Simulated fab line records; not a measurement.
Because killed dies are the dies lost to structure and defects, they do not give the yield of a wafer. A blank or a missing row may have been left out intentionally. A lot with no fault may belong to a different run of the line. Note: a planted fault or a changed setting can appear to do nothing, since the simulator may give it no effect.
A struck lot beside a sound one | flow sky130 | 17 steps out of a route of 708
Sound: these wafers, L196.2, L196.4, L196.5. The struck wafers were L208.2, L208.3, L208.4. At the end, the cause is stated.
Order at every step that has rows: each side's tool, ch and its chambers, its first start. Under that, the readings that differ: sound wafers | struck wafers | difference of the means | sigmas: that difference in standard deviations of wafers without a fault.
alike: readings with means less than 2 such deviations apart, plus words and numbers identical on both sides. not compared: withheld readings, readings lacking a value on some wafer, bounds such as >300 that could conceal the same value, and numbers that have no deviation in the record and whose values overlap.
The two part at a step that has a row with sigmas, a row that says differs or no value, or rows on one side only. Non-overlapping numbers with no deviation appear without sigmas and do not part them. Lack of a reading on every wafer of one side parts them only where that side has two or more wafers.

SKY_METAL5_SPUTTER_01: material TiN, target thk 20 nm, time 16.7 s.
  struck on pvd-sputter-04, day 47 15:37; sound on pvd-sputter-01, day 44 21:43
  alike: throttle-valve-pct
SKY_METAL5_SPUTTER_02: material AlCu, target thk 1150 nm, time 61.2 s.
  struck on pvd-sputter-04, day 47 15:38; sound on pvd-sputter-01, day 44 21:44
  alike: throttle-valve-pct
SKY_METAL5_SPUTTER_03: material Ti, target thk 5 nm, time 3.3 s.
  struck on pvd-sputter-04, day 47 15:41; sound on pvd-sputter-01, day 44 21:47
  alike: throttle-valve-pct
SKY_METAL5_SPUTTER_04: material TiN, target thk 70 nm, time 58.3 s.
  struck on pvd-sputter-04, day 47 15:42; sound on pvd-sputter-01, day 44 21:48
  alike: throttle-valve-pct
SKY_METAL5_RS_MEAS_05: uses a four-point probe to measure.
  struck on film-metro-01, day 47 15:46; sound on film-metro-01, day 44 21:52
  alike: METAL5_ALCU_RS
SKY_METAL5_THK_MEAS_06: measures by xrf.
  struck on film-metro-01, day 47 15:53; sound on film-metro-01, day 44 21:59
  alike: METAL5_ALCU_THK
then, 6 steps without rows for these wafers: SKY_METAL5_DEHYDRATE_07 (time 60 s); SKY_METAL5_HMDS_08 (prime time 60 s); SKY_METAL5_COAT_09 (resist thk 1800 nm); SKY_METAL5_SOFTBAKE_10 (time 60 s); SKY_METAL5_EXPOSE_11 (exposes mask MM5, target cd 1600 nm); SKY_METAL5_PEB_12.
SKY_METAL5_DEVELOP_13: develop time 60 s.
  sound on litho-track-01 ch 0, day 45 19:19; struck on litho-track-03 ch 0, day 48 10:35
SKY_METAL5_DESCUM_14: chemistry O2, time 11 s.
  sound on rie-metal-01 ch 1, day 45 19:26; struck on rie-metal-03 ch 0,1, day 48 10:42
  reading                     | sound          | struck         | difference | sigmas
  drypump-motor-current-A (A) | 4.7 4.7 4.7    | 6.0 5.7 6.0    | +1.2       | +3
  model.METAL5.cd-nm (nm)     | 1600 1599 1599 | 1617 1618 1620 | +19        |
  alike: oes-product-au
  not compared: rf-hours-counter-h
SKY_METAL5_METAL_ETCH_15: etches the open film in Cl2/BCl3, stops on SiO2, target depth 1260 nm, time 252 s.
  sound on rie-metal-01 ch 1, day 45 19:28; struck on rie-metal-03 ch 0,1, day 48 10:44
  reading                     | sound          | struck         | difference | sigmas
  drypump-motor-current-A (A) | 4.7 4.7 4.7    | 6.0 5.7 6.0    | +1.2       | +3
  model.METAL5.cd-nm (nm)     | 1603 1606 1601 | 1621 1615 1618 | +15        |
  alike: oes-product-au, throttle-valve-pct
  not compared: rf-hours-counter-h
SKY_METAL5_STRIP_16: strips in O2/N2.
  sound on plasma-asher-02 ch 0, day 45 19:43; struck on plasma-asher-04 ch 0,1, day 48 10:58
  reading                      | sound             | struck            | difference | sigmas
  strip-time-to-endpoint-s (s) | 12.87 12.91 12.82 | 13.19 13.33 13.27 | +0.40      | +2
  alike: drypump-motor-current-A, oes-product-au
  not compared: rf-hours-counter-h
SKY_PAD_OPEN_PROBE_99:
  struck on prober-01, day 50 00:41; sound on prober-01, day 47 15:48
  reading                        | sound          | struck         | difference | sigmas
  sort_bin_3_pad_short (%)       | 1.8 2.2 0.8    | 0.6 0.6 1.0    | -0.9       | -2
  model.etest.met5.width-nm (nm) | 1602 1610 1603 | 1622 1618 1617 | +14        |
  alike: defect-limited-yield, killed_at_M0_to_M3, killed_at_M4_up, killed-at-contacts, killed-at-front-end, killed-at-other, killed-dies, killed-open, killed-short, sort_bin_5_function, sort_bin_6_memory, sort-n-pass, sort-yield-pct

WHERE THEY PART
At SKY_METAL5_DESCUM_14 first; at SKY_PAD_OPEN_PROBE_99 last (within this record only).

WHY: what had been put in by the simulator
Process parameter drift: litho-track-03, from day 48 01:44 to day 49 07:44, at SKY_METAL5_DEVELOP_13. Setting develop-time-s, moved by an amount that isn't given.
